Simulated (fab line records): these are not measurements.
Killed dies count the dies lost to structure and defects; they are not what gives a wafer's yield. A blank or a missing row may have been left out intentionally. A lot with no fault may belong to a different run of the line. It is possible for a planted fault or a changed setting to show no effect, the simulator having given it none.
The tool behind it: which one? | flow sky130 | Sampling: 11 lots, 33 wafers, 3 of 708 route steps

== WHAT THE GAUGES READ, wafer by wafer ==
SKY_LDD_N_OVL_MEAS_07. Usual: LDD_N_OVL typically reads 0.0 nm, with standard deviation 1.5.
lot  | measured     | on         | LDD_N_OVL (nm) | flag
L318 | day 18 16:16 | overlay-02 | -2.8 -1.2 1.4  |
L319 | day 19 03:34 | overlay-01 | -1.4 -0.4 -1.8 |
L322 | day 20 08:10 | overlay-02 | -0.1 -2.5 -3.5 |
L323 | day 20 18:04 | overlay-02 | 0.5 0.3 0.8    |
L325 | day 21 11:43 | overlay-01 | 2.1 2.0 -0.3   |
L326 | day 21 22:52 | overlay-01 | -0.4 -0.5 0.4  |
L329 | day 22 22:01 | overlay-01 | 1.0 -0.2 1.2   |
L330 | day 23 11:46 | overlay-02 | 0.7 -0.5 -2.2  |
L331 | day 23 13:52 | overlay-02 | 2.0 0.7 0.2    |
L333 | day 24 01:31 | overlay-02 | 0.5 -1.1 -1.2  |
L338 | day 25 23:31 | overlay-02 | 3.0 0.8 1.5    |

== WHAT TOOL EACH LOT RAN ON (gives the tool, then ch and the chambers of the sampled wafers, and finally the start) ==
lot  | SKY_POLY_GATE_ETCH_17            | SKY_POLY_GATE_STRIP_18
L318 | rie-si-02 ch 0,3, day 17 07:01   | plasma-asher-04 ch 0,1, day 17 07:04
L319 | rie-si-01 ch 1,2,3, day 17 18:18 | plasma-asher-02 ch 0,1, day 17 18:21
L322 | rie-si-02 ch 1,2,3, day 18 22:44 | plasma-asher-04 ch 0, day 18 22:48
L323 | rie-si-02 ch 1,3, day 19 08:48   | plasma-asher-03 ch 0,1, day 19 08:52
L325 | rie-si-01 ch 1,2, day 20 03:13   | plasma-asher-03 ch 0,1, day 20 03:16
L326 | rie-si-02 ch 1,2,3, day 20 14:14 | plasma-asher-03 ch 0,1, day 20 14:18
L329 | rie-si-01 ch 0,1,3, day 21 14:56 | plasma-asher-03 ch 0,1, day 21 15:00
L330 | rie-si-02 ch 0,2,3, day 22 03:59 | plasma-asher-03 ch 0,1, day 22 04:03
L331 | rie-si-01 ch 0,1, day 22 06:51   | plasma-asher-03 ch 0,1, day 22 06:55
L333 | rie-si-01 ch 0,2,3, day 22 17:56 | plasma-asher-04 ch 0,1, day 22 18:00
L338 | rie-si-02 ch 0,1, day 24 16:35   | plasma-asher-02 ch 0,1, day 24 16:39
- SKY_POLY_GATE_ETCH_17: etches poly-Si in HBr/Cl2, stops on SiO2, target depth 180 nm, time 70.5 s.
- SKY_POLY_GATE_STRIP_18: strips in O2/N2.

== WHAT THE TOOLS THEMSELVES READ (means of the sampled wafers that have a number; where no wafer has one, the mark that the record gives instead) ==
SKY_POLY_GATE_ETCH_17. Usual: drypump-motor-current-A 5.9 A, standard deviation 0.49; oes-product-au 0.987 a.u., standard deviation 0.0064; throttle-valve-pct 33.684 %, standard deviation 0.0094.
lot  | tool      | drypump-motor-current-A (A) | oes-product-au (a.u.) | throttle-valve-pct (%) | flag
L318 | rie-si-02 | 5.9                         | 0.982                 | 33.679                 |
L319 | rie-si-01 | 5.8                         | 0.988                 | 33.688                 |
L322 | rie-si-02 | 6.3                         | 0.981                 | 33.687                 |
L323 | rie-si-02 | 6.2                         | 0.991                 | 33.681                 |
L325 | rie-si-01 | 6.0                         | 0.995                 | 33.678                 |
L326 | rie-si-02 | 6.3                         | 0.989                 | 33.686                 |
L329 | rie-si-01 | 5.3                         | 0.987                 | 33.690                 |
L330 | rie-si-02 | 6.1                         | 0.987                 | 33.689                 |
L331 | rie-si-01 | 5.1                         | 0.982                 | 33.683                 |
L333 | rie-si-01 | 5.4                         | 0.989                 | 33.674                 |
L338 | rie-si-02 | 6.1                         | 0.988                 | 33.688                 |

SKY_POLY_GATE_STRIP_18. Usual: drypump-motor-current-A 5.8 A, standard deviation 0.5; oes-product-au 0.360 a.u., standard deviation 0.0043; strip-time-to-endpoint-s 3.160 s, standard deviation 0.024.
lot  | tool            | drypump-motor-current-A (A) | oes-product-au (a.u.) | strip-time-to-endpoint-s (s) | flag
L318 | plasma-asher-04 | 5.8                         | 0.362                 | 3.175                        |
L319 | plasma-asher-02 | 6.0                         | 0.359                 | 3.133                        |
L322 | plasma-asher-04 | 5.9                         | 0.361                 | 3.194                        |
L323 | plasma-asher-03 | 6.0                         | 0.363                 | 3.157                        |
L325 | plasma-asher-03 | 5.6                         | 0.356                 | 3.121                        |
L326 | plasma-asher-03 | 5.6                         | 0.361                 | 3.159                        |
L329 | plasma-asher-03 | 5.9                         | 0.359                 | 3.153                        |
L330 | plasma-asher-03 | 5.9                         | 0.361                 | 3.160                        |
L331 | plasma-asher-03 | 5.6                         | 0.346                 | 2.859                        | OFF
L333 | plasma-asher-04 | 5.8                         | 0.355                 | 3.046                        | OFF
L338 | plasma-asher-02 | 5.5                         | 0.361                 | 3.182                        |

== THE ANSWER, worked out from the rows above alone ==
Rule: lot off if the mean of its wafers having a number is beyond 3 standard deviations from the usual mean. A lot without any number at a reading at which 4 lots or more have one is off too. Where the step has rows for the other lots, those lots are counted as sound. The gauges are gone through in route order, then the tools' own readings, and for those a lot's mean is taken as printed above. At the first step where some lot is off, the reading lying furthest off is the one used; lots without a number count as furthest.
Off: L331, L333, at SKY_POLY_GATE_STRIP_18 (strip-time-to-endpoint-s).
A tool fits if, at that step or a process step before it, it ran every lot that is off, and no sound lot after the first of them. One candidate fits, namely rie-si-01 at SKY_POLY_GATE_ETCH_17. A fault onset in the window from L329 (day 21 14:56, its last sound lot) to L331 (day 22 06:51, its first lot off) fits.

== WHAT THE SIMULATOR PUT IN ==
rie-si-01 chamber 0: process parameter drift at SKY_POLY_GATE_ETCH_17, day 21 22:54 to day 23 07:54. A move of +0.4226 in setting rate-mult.
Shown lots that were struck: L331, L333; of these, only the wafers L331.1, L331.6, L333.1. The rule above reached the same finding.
